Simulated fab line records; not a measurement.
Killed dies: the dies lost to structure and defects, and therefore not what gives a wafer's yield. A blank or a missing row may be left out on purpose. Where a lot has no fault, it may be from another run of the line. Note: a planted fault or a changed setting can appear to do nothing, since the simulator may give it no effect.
Chamber matching + flow sky130 + cmp-01 running SKY_VIA4_CMP_02: 4 sister chambers
The step polishes SiO2. 8 wafers are shown with their chamber, then 7 later ones without.

== EACH WAFER AND ITS CHAMBER ==
| wafer  | chamber | motor current A (A) | retaining ring pressure frac |
|--------|---------|---------------------|------------------------------|
| L408.6 | 2       | 13.9                | 1.002                        |
| L411.4 | 0       | 11.1                | 1.000                        |
| L411.5 | 3       | 14.0                | 1.001                        |
| L412.3 | 0       | 11.2                | 0.993                        |
| L412.4 | 2       | 13.6                | 1.007                        |
| L412.6 | 1       | 11.1                | 1.000                        |
| L416.2 | 3       | 15.1                | 1.001                        |
| L416.3 | 1       | 10.7                | 0.996                        |

== WAFERS WITH NO CHAMBER GIVEN ==
| wafer  | motor current A (A) | retaining ring pressure frac |
|--------|---------------------|------------------------------|
| L416.5 | 13.6                | 0.993                        |
| L422.2 | 13.8                | 0.998                        |
| L422.3 | 10.8                | 1.003                        |
| L422.4 | 14.3                | 1.010                        |
| L423.1 | 14.2                | 0.996                        |
| L423.3 | 14.8                | 0.994                        |
| L423.6 | 13.3                | 1.000                        |

== WHICH CHAMBER EACH WENT THROUGH ==
| wafer  | from the rows above     | in truth |
|--------|-------------------------|----------|
| L416.5 | can't be placed: 3 or 2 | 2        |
| L422.2 | can't be placed: 2 or 3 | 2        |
| L422.3 | can't be placed: 1 or 0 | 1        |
| L422.4 | can't be placed: 2 or 3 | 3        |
| L423.1 | can't be placed: 3 or 2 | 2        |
| L423.3 | can't be placed: 3 or 2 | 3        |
| L423.6 | can't be placed: 2 or 3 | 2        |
0 of 7 placed correctly. Unplaceable from these rows: 7, with the true chamber sitting among the candidates in 7. Wrongly placed: 0.
How it was worked out, from the rows above alone: a wafer's distance from a chamber is the root of the sum, over the readings, of the square of ((its reading less the chamber's mean) divided by the reading's scatter). The wafer belongs to the nearest chamber; if the next one is less than 2 further off, it can't be placed. For every chamber, the mean is computed from those of its wafers that are shown. How the scatter is found: for the shown wafers, subtract from each reading the mean of its chamber, square and add these, divide the total by (wafers less chambers), then take the root.
